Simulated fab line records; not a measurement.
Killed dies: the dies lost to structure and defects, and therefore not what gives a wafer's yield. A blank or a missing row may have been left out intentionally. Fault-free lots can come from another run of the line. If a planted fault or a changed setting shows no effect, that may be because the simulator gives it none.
Split-lot experiment / flow sky130 / 5 lots, 23 wafers read, on a route of 708 steps

== ON THE SPLIT ==
At SKY_NWELL_IMPLANT_11, the setting energyKev was moved away from the recipe's 400 on 8 of the 23 wafers read, by -2.4% to +4.8%. This setting was run at the recipe's value on the other wafers.

== FROM THE SPLIT TO THE READING: what the file shows between them, 4 steps ==
- SKY_NWELL_IMPLANT_24 (also split here: doseCm2)
- SKY_NWELL_STRIP_25: strips in O2/N2
- SKY_NWELL_CLEAN_27: cleans in SC1/SC2, time 150 s
- SKY_NWELL_RTA_28: time 30 s

== THE READING ==
At SKY_NWELL_RS_MEAS_29, a four-point-probe measurement gives NWELL_RS in ohm/sq. On this fab line, fault-free wafers typically give 624.9 ohm/sq with a standard deviation of 1.4 ohm/sq.

wafer=L074.1; tool, chamber at the split=implanter-02, 0; energyKev as run=392.5; against the recipe=-1.9%; NWELL_RS, ohm/sq=628.1; against lot-mates on the recipe=+2.6
wafer=L074.2; tool, chamber at the split=implanter-02, 0; energyKev as run=392.5; against the recipe=-1.9%; NWELL_RS, ohm/sq=629.3; against lot-mates on the recipe=+3.8
wafer=L074.4; tool, chamber at the split=implanter-02, 0; energyKev as run=400; against the recipe=recipe; NWELL_RS, ohm/sq=624.8; against lot-mates on the recipe=-
wafer=L074.5; tool, chamber at the split=implanter-02, 0; energyKev as run=400; against the recipe=recipe; NWELL_RS, ohm/sq=626.3; against lot-mates on the recipe=-
wafer=L074.6; tool, chamber at the split=implanter-02, 0; energyKev as run=392.5; against the recipe=-1.9%; NWELL_RS, ohm/sq=628.5; against lot-mates on the recipe=+3.0
wafer=L078.1; tool, chamber at the split=implanter-01, 0; energyKev as run=400; against the recipe=recipe; NWELL_RS, ohm/sq=624.4; against lot-mates on the recipe=-
wafer=L078.2; tool, chamber at the split=implanter-01, 0; energyKev as run=400; against the recipe=recipe; NWELL_RS, ohm/sq=624.6; against lot-mates on the recipe=-
wafer=L078.3; tool, chamber at the split=implanter-01, 0; energyKev as run=400; against the recipe=recipe; NWELL_RS, ohm/sq=621.6; against lot-mates on the recipe=-
wafer=L078.5; tool, chamber at the split=implanter-01, 0; energyKev as run=400; against the recipe=recipe; NWELL_RS, ohm/sq=624.4; against lot-mates on the recipe=-
wafer=L078.6; tool, chamber at the split=implanter-01, 0; energyKev as run=400; against the recipe=recipe; NWELL_RS, ohm/sq=623.3; against lot-mates on the recipe=-
wafer=L080.1; tool, chamber at the split=implanter-04, 0; energyKev as run=400; against the recipe=recipe; NWELL_RS, ohm/sq=625.3; against lot-mates on the recipe=-
wafer=L080.3; tool, chamber at the split=implanter-04, 0; energyKev as run=400; against the recipe=recipe; NWELL_RS, ohm/sq=624.7; against lot-mates on the recipe=-
wafer=L080.6; tool, chamber at the split=implanter-04, 0; energyKev as run=400; against the recipe=recipe; NWELL_RS, ohm/sq=623.4; against lot-mates on the recipe=-
wafer=L082.1; tool, chamber at the split=implanter-04, 0; energyKev as run=400; against the recipe=recipe; NWELL_RS, ohm/sq=625.0; against lot-mates on the recipe=-
wafer=L082.3; tool, chamber at the split=implanter-04, 0; energyKev as run=390.4; against the recipe=-2.4%; NWELL_RS, ohm/sq=629.2; against lot-mates on the recipe=+4.3
wafer=L082.4; tool, chamber at the split=implanter-04, 0; energyKev as run=390.4; against the recipe=-2.4%; NWELL_RS, ohm/sq=630.9; against lot-mates on the recipe=+6.0
wafer=L082.5; tool, chamber at the split=implanter-04, 0; energyKev as run=400; against the recipe=recipe; NWELL_RS, ohm/sq=623.6; against lot-mates on the recipe=-
wafer=L082.6; tool, chamber at the split=implanter-04, 0; energyKev as run=400; against the recipe=recipe; NWELL_RS, ohm/sq=626.0; against lot-mates on the recipe=-
wafer=L085.1; tool, chamber at the split=implanter-01, 0; energyKev as run=400; against the recipe=recipe; NWELL_RS, ohm/sq=626.8; against lot-mates on the recipe=-
wafer=L085.2; tool, chamber at the split=implanter-01, 0; energyKev as run=400; against the recipe=recipe; NWELL_RS, ohm/sq=626.4; against lot-mates on the recipe=-
wafer=L085.4; tool, chamber at the split=implanter-01, 0; energyKev as run=419.3; against the recipe=+4.8%; NWELL_RS, ohm/sq=621.3; against lot-mates on the recipe=-5.3
wafer=L085.5; tool, chamber at the split=implanter-01, 0; energyKev as run=419.3; against the recipe=+4.8%; NWELL_RS, ohm/sq=621.8; against lot-mates on the recipe=-4.8
wafer=L085.6; tool, chamber at the split=implanter-01, 0; energyKev as run=419.3; against the recipe=+4.8%; NWELL_RS, ohm/sq=621.0; against lot-mates on the recipe=-5.6

THE FIT
A straight line over all 23 wafers: NWELL_RS changes by -1.08 ohm/sq for each +1% of energyKev; r = -0.82; the points scatter about the line by 1.6 ohm/sq.
The same after taking each lot's own level away (the mean of its wafers on the recipe; 23 wafers): -1.3 ohm/sq for each +1%; r = -0.93; scatter 1.1 ohm/sq.
The reading moves by 6.3 ohm/sq for the largest change in energyKev, on that fit.
Across the lots, their own levels run from 623.66 to 626.60 ohm/sq, a range of 2.1 times the standard deviation given above.
So the lot-to-lot level changes the slope: the two fits differ.
Check: -6.1 ohm/sq against its lot-mates is what the line predicts for one of the wafers moved furthest among these (+4.8%) when that wafer is left out of the fit. It came out at -5.3 ohm/sq against them.

== OTHER SPLITS APPLIED TO THESE WAFERS ==
These wafers also went through other splits before the reading. Each is held against what the fit with the lots' levels taken away leaves over:
other split on the same wafers=SKY_FIELD_ISO_OXIDATION_01 tempC; wafers away from the commonest value=15; r with NWELL_RS (lot level and that fit taken away)=+0.20
other split on the same wafers=SKY_FIELD_ISO_EXPOSE_10 doseMj; wafers away from the commonest value=11; r with NWELL_RS (lot level and that fit taken away)=+0.30
other split on the same wafers=SKY_FIELD_ISO_ETCH_17 icpW; wafers away from the commonest value=8; r with NWELL_RS (lot level and that fit taken away)=-0.20
other split on the same wafers=SKY_FIELD_ISO_OXIDATION_22 oxTimeS; wafers away from the commonest value=10; r with NWELL_RS (lot level and that fit taken away)=-0.01
other split on the same wafers=SKY_NWELL_OXIDATION_01 tempC; wafers away from the commonest value=10; r with NWELL_RS (lot level and that fit taken away)=-0.19
other split on the same wafers=SKY_PWDE_IMPLANT_08 energyKev; wafers away from the commonest value=9; r with NWELL_RS (lot level and that fit taken away)=-0.04
other split on the same wafers=SKY_NWELL_IMPLANT_24 doseCm2; wafers away from the commonest value=11; r with NWELL_RS (lot level and that fit taken away)=+0.09

== THE WHOLE CHAIN: every reading that the file lists as answering this split, in the file's order ==
step=SKY_NWELL_IMPLANT_11; what it does=; reading=implant.rpNm (the simulator's own value, which no gauge read); change (the file's fit)=+4.45 nm for each +1% of the setting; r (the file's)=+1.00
step=SKY_NWELL_IMPLANT_11; what it does=; reading=implant.drpNm (the simulator's own value, which no gauge read); change (the file's fit)=+0.593 nm for each +1% of the setting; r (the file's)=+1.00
step=SKY_NWELL_RS_MEAS_29; what it does=measures by four-point-probe; reading=NWELL_RS; change (the file's fit)=-1.34 for each +1% of the setting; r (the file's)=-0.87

== FILE'S OWN FIT ==
NWELL_RS changes by -1.34 ohm/sq for each +1% of energyKev, r = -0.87.
